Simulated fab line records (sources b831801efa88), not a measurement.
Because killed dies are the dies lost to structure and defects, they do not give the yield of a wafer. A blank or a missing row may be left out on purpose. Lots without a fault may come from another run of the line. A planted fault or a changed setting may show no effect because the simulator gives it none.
fab line records	flow sky130
record: lots: 5	wafers: 15	last-day: 49
route steps=708 shown LDD_P@263 LDD_HVN@267 LDD_HVP@278 PAD_OPEN@708
lots that met no fault: from a run of the same line without faults
start-h: hours from the record's opening day to when the first of the lot's shown wafers began	wait-h: time in hours since the lot's previous step	" unchanged from the row above	L1.1+2: a single row standing in for several wafers	- no value, or no start given	* or withheld: withheld	< > ~ a bound
route shown NAME@n: a module of which the file shows steps, and the number in the route of the first	usual: the fault-free wafers' mean and standard deviation	same: alike in all rows	chamber/n: place in a boat	sites: the reading at each site	_std_site: the standard deviation of these	_edge_site: the outer-site mean with the inner-site mean subtracted	radius-mm: for every site, how far away it sits from the centre of the wafer	mask NAME#n: copy n	behind: tool/chamber where the wafer was last shaped	hold: the reason the lot was held/the length of the hold in hours/how it ended	device: names the non-switching transistor (n, p or np)	end of line: the route-end tests of the same wafers	a step without rows: its recipe alone	killed: not the wafer's yield, but the dies lost to structure and defects at the first sort	map: shows each die of a wafer: x if killed, . if not, _ if none is there
set.NAME: the setting that was run; set.NAME@STEP: the one run at that earlier step	model.NAME: the simulator's own value behind a step, which no gauge read
lots at selected steps of the route; one table per step, one row per wafer
services: the hour from which a tool's chamber was out of use, counted from the record's first day as start-h (under 0 if before that day), plus the number of hours and why
== steps ==
step: SKY_LDD_P_OVL_MEAS_08
usual: LDD_P_OVL: -0.1/1.2
lot.wafer	tool	chamber	start-h	wait-h	LDD_P_OVL[nm]
L154.1	overlay-01	-	430.82	0.1	1.4
L154.4	"	-	"	"	2.0
L154.5	"	-	"	"	0.9
L155.2	overlay-02	-	478.08	0.1	0.9
L155.3	"	-	"	"	0.3
L155.6	"	-	"	"	0.3
L156.3	overlay-02	-	478.39	0.1	-0.8
L156.5	"	-	"	"	0.6
L156.6	"	-	"	"	-0.3
L168.3	overlay-01	-	579.04	0.1	-1.3
L168.4	"	-	"	"	-0.2
L168.6	"	-	"	"	-0.3
L174.2	overlay-02	-	602.23	0.1	2.4
L174.3	"	-	"	"	1.9
L174.6	"	-	"	"	2.7
step: SKY_LDD_P_IMPLANT_09
recipe: species: BF2	energy-kev: 25	dose-cm2: 1e+13	tilt-deg: withheld
step: SKY_LDD_P_STRIP_10
recipe: chemistry: O2/N2	power-w: 1400	pressure-mtorr: 1500	platen-temp-c: withheld	o2-flow-sccm: 3000	n2-flow-sccm: 300	overash-fraction: 0.5
usual: drypump-motor-current-A: 5.6/0.52	o2-flow-sccm: 2999/8.6	oes-product-au: 0.716/0.0043	strip-time-to-endpoint-s: 14.15/0.04
lot.wafer	tool	chamber	start-h	wait-h	drypump-motor-current-A	o2-flow-sccm	oes-product-au	rf-hours-counter-h	strip-time-to-endpoint-s
L154.1	plasma-asher-01	1	431.01	0.1	5.6	3011	0.716	31	14.13
L154.4	"	0	"	"	5.3	2991	0.720	-	14.18
L154.5	"	1	"	"	5.6	3003	0.719	-	14.13
L155.2	plasma-asher-02	0	478.26	0.1	6.7	2997	0.713	68	14.18
L155.3	"	1	"	"	5.3	2996	0.712	-	14.19
L155.6	"	1	"	"	5.4	2997	0.714	-	14.15
L156.3	plasma-asher-01	1	478.59	0.1	5.6	2995	0.721	-	14.08
L156.5	"	1	"	"	5.6	2996	0.723	-	14.17
L156.6	"	0	"	"	5.3	2991	0.712	-	14.11
L168.3	plasma-asher-01	0	579.25	0.1	5.3	2995	0.719	-	14.23
L168.4	"	1	"	"	5.6	3001	0.710	-	14.23
L168.6	"	0	"	"	5.3	2991	0.713	-	14.23
L174.2	plasma-asher-02	1	602.41	0.1	5.4	2978	0.710	80	14.18
L174.3	"	1	"	"	5.3	2974	0.723	-	14.19
L174.6	"	1	"	"	5.3	2977	0.716	-	14.18
step: SKY_LDD_P_TW_MEAS_11
usual: LDD_P_TW: 632/5.1
lot.wafer	tool	chamber	start-h	wait-h	LDD_P_TW
L154.1	film-metro-03	-	431.11	0.1	637
L154.4	"	-	"	"	631
L154.5	"	-	"	"	635
L155.2	film-metro-01	-	478.37	0.1	622
L155.3	"	-	"	"	620
L155.6	"	-	"	"	620
L156.3	film-metro-03	-	478.68	0.1	638
L156.5	"	-	"	"	636
L156.6	"	-	"	"	634
L168.3	film-metro-03	-	579.33	0.1	632
L168.4	"	-	"	"	632
L168.6	"	-	"	"	635
L174.2	film-metro-04	-	602.52	0.1	633
L174.3	"	-	"	"	632
L174.6	"	-	"	"	632
step: SKY_LDD_HVN_DEHYDRATE_00
recipe: temp-c: 200	time-s: 60
step: SKY_LDD_HVN_HMDS_01
recipe: prime-time-s: 60	prime-temp-c: 120
step: SKY_LDD_HVN_COAT_02
recipe: resist: NOVOLAK	spin-rpm: 3000	resist-thk-nm: 300
step: SKY_LDD_HVN_SOFTBAKE_03
recipe: temp-c: 90	time-s: 60	resist: NOVOLAK
step: SKY_LDD_HVN_EXPOSE_04
recipe: mask-id: HVNTM	na: 0.6	source-shape: conventional	sigma-outer: 0.6	polarization: unpolarized	target-cd-nm: 700	dose-mj: 127
step: SKY_LDD_HVN_PEB_05
recipe: temp-c: withheld	time-s: *	resist: NOVOLAK
step: SKY_LDD_HVN_DEVELOP_06
recipe: resist: NOVOLAK	developer: TMAH	develop-time-s: 60	dev-temp-c: 23
step: SKY_LDD_HVN_OVL_MEAS_07
usual: LDD_HVN_OVL: 0.2/1.6
lot.wafer	tool	chamber	start-h	wait-h	LDD_HVN_OVL[nm]
L154.1	overlay-02	-	461.09	0.1	-0.4
L154.4	"	-	"	"	-0.8
L154.5	"	-	"	"	1.0
L155.2	overlay-01	-	508.25	0.1	-1.1
L155.3	"	-	"	"	-0.7
L155.6	"	-	"	"	-1.3
L156.3	overlay-01	-	508.72	0.1	1.2
L156.5	"	-	"	"	1.1
L156.6	"	-	"	"	-0.3
L168.3	overlay-01	-	608.75	0.1	-3.0
L168.4	"	-	"	"	-1.5
L168.6	"	-	"	"	-1.7
L174.2	overlay-02	-	630.60	0.1	0.6
L174.3	"	-	"	"	1.0
L174.6	"	-	"	"	-0.5
step: SKY_LDD_HVN_IMPLANT_08
recipe: species: P	energy-kev: 60	dose-cm2: 3e+13	tilt-deg: 40
usual: beam-on-s: 9.96/0.21	end-station-pressure-torr: 5.15e-06/2.4e-07	faraday-current-uA: 170/3.5
lot.wafer	tool	chamber	start-h	wait-h	beam-on-s	end-station-pressure-torr	faraday-current-uA
L154.1	implanter-02	0	461.13	0.0	10.27	4.92e-06	164
L154.4	"	0	"	"	9.72	5.05e-06	173
L154.5	"	0	"	"	10.32	5.23e-06	163
L155.2	implanter-02	0	508.30	0.0	10.03	5.51e-06	169
L155.3	"	0	"	"	9.97	5.37e-06	170
L155.6	"	0	"	"	9.97	5.04e-06	170
L156.3	implanter-04	0	508.79	0.1	9.99	5.09e-06	170
L156.5	"	0	"	"	10.06	5.51e-06	169
L156.6	"	0	"	"	9.74	5.11e-06	173
L168.3	implanter-01	0	608.83	0.1	9.76	5.21e-06	174
L168.4	"	0	"	"	10.07	4.95e-06	167
L168.6	"	0	"	"	9.84	5.44e-06	172
L174.2	implanter-04	0	630.66	0.0	10.73	5.01e-06	158
L174.3	"	0	"	"	10.65	5.17e-06	159
L174.6	"	0	"	"	9.84	5.19e-06	171
step: SKY_LDD_HVN_STRIP_09
recipe: chemistry: O2/N2	power-w: 1400	pressure-mtorr: 1500	platen-temp-c: withheld	o2-flow-sccm: 3000	n2-flow-sccm: 300	overash-fraction: 0.5
usual: drypump-motor-current-A: 5.8/0.65	o2-flow-sccm: 2999/8.7	oes-product-au: 0.408/0.0043	strip-time-to-endpoint-s: 4.136/0.013
lot.wafer	tool	chamber	start-h	wait-h	drypump-motor-current-A	o2-flow-sccm	oes-product-au	rf-hours-counter-h	strip-time-to-endpoint-s
L154.1	plasma-asher-04	0	461.28	0.1	5.3	2998	0.417	76	4.148
L154.4	"	1	"	"	6.4	3001	0.404	-	4.125
L154.5	"	0	"	"	5.2	3008	0.407	-	4.148
L155.2	plasma-asher-03	0	508.43	0.1	5.8	2999	0.407	7	4.126
L155.3	"	0	"	"	5.8	3013	0.413	-	4.137
L155.6	"	0	"	"	5.8	2997	0.413	-	4.152
L156.3	plasma-asher-04	0	508.93	0.1	5.2	3002	0.398	-	4.139
L156.5	"	1	"	"	6.5	3014	0.407	-	4.132
L156.6	"	0	"	"	5.2	2985	0.405	-	4.108
L168.3	plasma-asher-02	0	608.96	0.1	6.8	3002	0.404	-	4.125
L168.4	"	1	"	"	5.3	2997	0.414	-	4.154
L168.6	"	1	"	"	5.3	3001	0.420	-	4.150
L174.2	plasma-asher-03	1	630.78	0.1	4.9	2997	0.410	19	4.138
L174.3	"	1	"	"	4.9	2990	0.404	-	4.128
L174.6	"	1	"	"	5.0	2988	0.411	-	4.129
step: SKY_LDD_HVN_TW_MEAS_10
usual: LDD_HVN_TW: 1432/7.1
lot.wafer	tool	chamber	start-h	wait-h	LDD_HVN_TW
L154.1	film-metro-04	-	461.38	0.1	1436
L154.4	"	-	"	"	1441
L154.5	"	-	"	"	1443
L155.2	film-metro-03	-	508.54	0.1	1441
L155.3	"	-	"	"	1442
L155.6	"	-	"	"	1448
L156.3	film-metro-02	-	509.01	0.1	1433
L156.5	"	-	"	"	1426
L156.6	"	-	"	"	1434
L168.3	film-metro-04	-	609.05	0.1	1440
L168.4	"	-	"	"	1428
L168.6	"	-	"	"	1442
L174.2	film-metro-03	-	630.89	0.1	1465
L174.3	"	-	"	"	1459
L174.6	"	-	"	"	1430
step: SKY_LDD_HVP_DEHYDRATE_00
recipe: temp-c: 200	time-s: 60
step: SKY_PAD_OPEN_PROBE_99
usual: killed_at_M0_to_M3: 42/7.3	killed_at_M4_up: 3.4/2	killed-at-contacts: 24/5.8	killed-at-front-end: 15/4.6	killed-dies: 84/9.8	killed-open: 47/6.9	killed-short: 38/6.3
same: gross-dies: 492	killed-at-back-side: 0	killed-at-other: 0
lot.wafer	tool	chamber	start-h	wait-h	killed_at_M0_to_M3	killed_at_M4_up	killed-at-contacts	killed-at-front-end	killed-dies	killed-open	killed-short	model.etest.tip_n_5v.rs-ohm-sq
L154.1	prober-02	-	1064.20	0.1	55	2	22	19	98	54	44	1387
L154.4	prober-02	-	1064.35	0.2	44	2	21	9	76	51	25	1395
L154.5	prober-02	-	1064.40	0.2	39	3	35	10	87	54	33	1380
L155.2	prober-02	-	1098.96	0.1	59	4	17	8	88	48	40	1398
L155.3	prober-02	-	1099.01	0.2	41	6	22	9	78	43	35	1397
L155.6	prober-02	-	1099.16	0.2	33	2	17	15	67	39	28	1415
L156.3	prober-01	-	1102.36	0.2	37	4	17	17	75	34	41	1391
L156.5	prober-01	-	1102.46	0.2	34	3	17	19	73	39	34	1377
L156.6	prober-01	-	1102.51	0.2	46	3	19	21	89	51	38	1382
L168.3	prober-02	-	1176.01	0.2	54	2	25	9	90	48	42	1380
L168.4	prober-02	-	1176.06	0.2	52	2	28	12	94	49	45	1388
L168.6	prober-02	-	1176.16	0.2	41	4	23	20	88	46	42	1380
L174.2	prober-02	-	1183.28	0.1	38	7	24	13	82	42	40	1322
L174.3	prober-02	-	1183.33	0.2	51	6	10	14	81	33	48	1314
L174.6	prober-02	-	1183.48	0.2	46	1	16	13	76	47	29	1393
killed by level:class
L154.1 CONTACT:geometric-particle:open=13 VIA3:geometric-particle:open=12 FIELD_ISO:geometric-particle:short=7 VIA2:geometric-particle:short=7 VIA1:geometric-particle:open=6 METAL2:geometric-particle:short=6 VIA3:geometric-particle:short=6 VIA2:geometric-particle:open=5
L154.4 VIA2:geometric-particle:open=11 VIA3:geometric-particle:open=10 CONTACT:geometric-particle:open=8 LI_CONTACT:geometric-particle:open=6 FIELD_ISO:geometric-particle:open=5 LOCAL_INTERCONNECT:geometric-particle:short=4 VIA1:geometric-particle:short=4 VIA3:geometric-particle:short=4
L154.5 LI_CONTACT:geometric-particle:open=12 CONTACT:geometric-particle:open=11 LOCAL_INTERCONNECT:geometric-particle:short=7 VIA1:geometric-particle:open=7 METAL2:geometric-particle:short=6 VIA2:geometric-particle:open=6 VIA3:geometric-particle:open=6 METAL3:geometric-particle:short=5
L155.2 VIA1:geometric-particle:open=17 METAL2:geometric-particle:short=8 VIA2:geometric-particle:open=7 CONTACT:geometric-particle:open=6 VIA1:geometric-particle:short=6 VIA3:geometric-particle:open=6 FIELD_ISO:geometric-particle:open=5 LI_CONTACT:geometric-particle:open=5
L155.3 CONTACT:geometric-particle:open=10 VIA1:geometric-particle:open=9 VIA2:geometric-particle:open=8 METAL2:geometric-particle:short=7 LI_CONTACT:geometric-particle:open=4 LOCAL_INTERCONNECT:geometric-particle:short=4 METAL4:geometric-particle:short=4 VIA2:geometric-particle:short=4
L155.6 VIA1:geometric-particle:open=10 FIELD_ISO:geometric-particle:short=5 CONTACT:geometric-particle:short=5 VIA2:geometric-particle:open=5 FIELD_ISO:geometric-particle:open=4 POLY_GATE:geometric-particle:open=4 LI_CONTACT:geometric-particle:open=4 METAL2:geometric-particle:short=4
L156.3 METAL1:geometric-particle:short=9 VIA1:geometric-particle:open=8 POLY_GATE:geometric-particle:short=6 CONTACT:geometric-particle:open=6 METAL2:geometric-particle:short=6 LI_CONTACT:geometric-particle:open=5 POLY_CUT:geometric-particle:short=4 POLY_GATE:geometric-particle:open=3
L156.5 CONTACT:geometric-particle:open=7 POLY_GATE:geometric-particle:short=6 METAL1:geometric-particle:short=5 FIELD_ISO:geometric-particle:open=4 VIA2:geometric-particle:open=4 VIA1:geometric-particle:open=4 METAL3:geometric-particle:short=4 POLY_GATE:geometric-particle:open=3
L156.6 VIA1:geometric-particle:open=13 CONTACT:geometric-particle:open=7 METAL1:geometric-particle:short=7 POLY_GATE:geometric-particle:short=6 VIA3:geometric-particle:open=6 METAL2:geometric-particle:short=5 POLY_GATE:geometric-particle:open=5 VIA2:geometric-particle:open=5
L168.3 VIA1:geometric-particle:open=14 CONTACT:geometric-particle:open=9 LI_CONTACT:geometric-particle:open=8 VIA2:geometric-particle:open=8 METAL1:geometric-particle:short=7 VIA1:geometric-particle:short=6 VIA3:geometric-particle:open=6 LOCAL_INTERCONNECT:geometric-particle:short=5
L168.4 VIA1:geometric-particle:open=14 CONTACT:geometric-particle:open=8 METAL2:geometric-particle:short=8 VIA1:geometric-particle:short=8 LI_CONTACT:geometric-particle:open=7 VIA2:geometric-particle:open=7 CONTACT:geometric-particle:short=6 LOCAL_INTERCONNECT:geometric-particle:short=5
L168.6 CONTACT:geometric-particle:open=9 VIA1:geometric-particle:open=9 VIA3:geometric-particle:open=9 VIA2:geometric-particle:open=7 POLY_GATE:geometric-particle:short=6 LI_CONTACT:geometric-particle:open=6 METAL1:geometric-particle:short=5 FIELD_ISO:geometric-particle:short=4
L174.2 METAL2:geometric-particle:short=9 VIA2:geometric-particle:open=7 CONTACT:geometric-particle:open=6 CONTACT:geometric-particle:short=6 LI_CONTACT:geometric-particle:open=5 METAL1:geometric-particle:short=5 VIA1:geometric-particle:open=5 VIA3:geometric-particle:open=5
L174.3 VIA1:geometric-particle:open=10 METAL2:geometric-particle:short=9 METAL1:geometric-particle:short=7 VIA1:geometric-particle:short=5 VIA3:geometric-particle:open=5 POLY_GATE:geometric-particle:short=4 CONTACT:geometric-particle:open=4 VIA3:geometric-particle:short=4
L174.6 VIA1:geometric-particle:open=9 VIA2:geometric-particle:open=9 CONTACT:geometric-particle:open=7 VIA3:geometric-particle:open=7 POLY_GATE:geometric-particle:short=5 METAL2:geometric-particle:short=5 METAL1:geometric-particle:short=4 POLY_GATE:geometric-particle:open=3
== services ==
tool	chamber	start-h	hours	kind
implanter-04	-	409.23	2.7	repair
plasma-asher-03	-	421.25	9.0	pm
plasma-asher-03	0	421.25	9.0	vent-cycle
plasma-asher-03	1	421.25	9.0	vent-cycle
implanter-01	-	429.12	3.9	repair
plasma-asher-03	0	430.25	-	clean
plasma-asher-03	1	430.25	-	clean
implanter-04	-	431.34	2.2	pm
implanter-04	-	454.52	3.9	pm
implanter-01	-	465.23	5.8	repair
plasma-asher-01	-	476.17	0.9	repair
plasma-asher-04	-	487.82	4.0	pm
implanter-04	-	498.10	1.7	repair
implanter-04	-	509.84	9.4	repair
implanter-02	-	513.20	5.6	repair
implanter-02	-	526.74	3.2	repair
plasma-asher-04	-	529.23	0.4	repair
plasma-asher-04	-	557.51	2.8	pm
implanter-04	-	565.97	0.5	repair
plasma-asher-04	-	579.41	1.6	repair
implanter-02	-	581.49	0.8	repair
plasma-asher-02	-	620.33	0.7	repair
== key ==
first-sign: step: SKY_LDD_HVN_IMPLANT_08	reading: beam-on-s	direction: up	sigmas: 3.5	usual: 9.96	struck: 10.69
effect: step: SKY_LDD_HVN_IMPLANT_08	reading: faraday-current-uA	direction: down	sigmas: 3.3	usual: 170	struck: 158
effect: step: SKY_LDD_HVN_TW_MEAS_10	reading: LDD_HVN_TW	direction: up	sigmas: 4.2	usual: 1432	struck: 1462
model-effect: step: SKY_PAD_OPEN_PROBE_99	value: etest.tip_n_5v.rs-ohm-sq	without: 1386	struck: 1318
met-at SKY_LDD_HVN_IMPLANT_08
struck-wafers L174.2,L174.3
tester-left-out L174
onset-between 508.79 630.66
fault: kind: process-parameter-drift	tool: implanter-04	chamber: -	onset-h: 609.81	steps: SKY_LDD_HVN_IMPLANT_08	channel: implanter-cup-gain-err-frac	offset: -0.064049	shape: step	end-h: 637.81	scope: struck-wafers-only
tester-left-out: of these lots the tester's yield and bins aren't shown, on N5 and GAA mostly nor the transistor test; their killed dies are dies lost to structure and defects alone, not to doping, threshold or leakage, so they don't give the yield
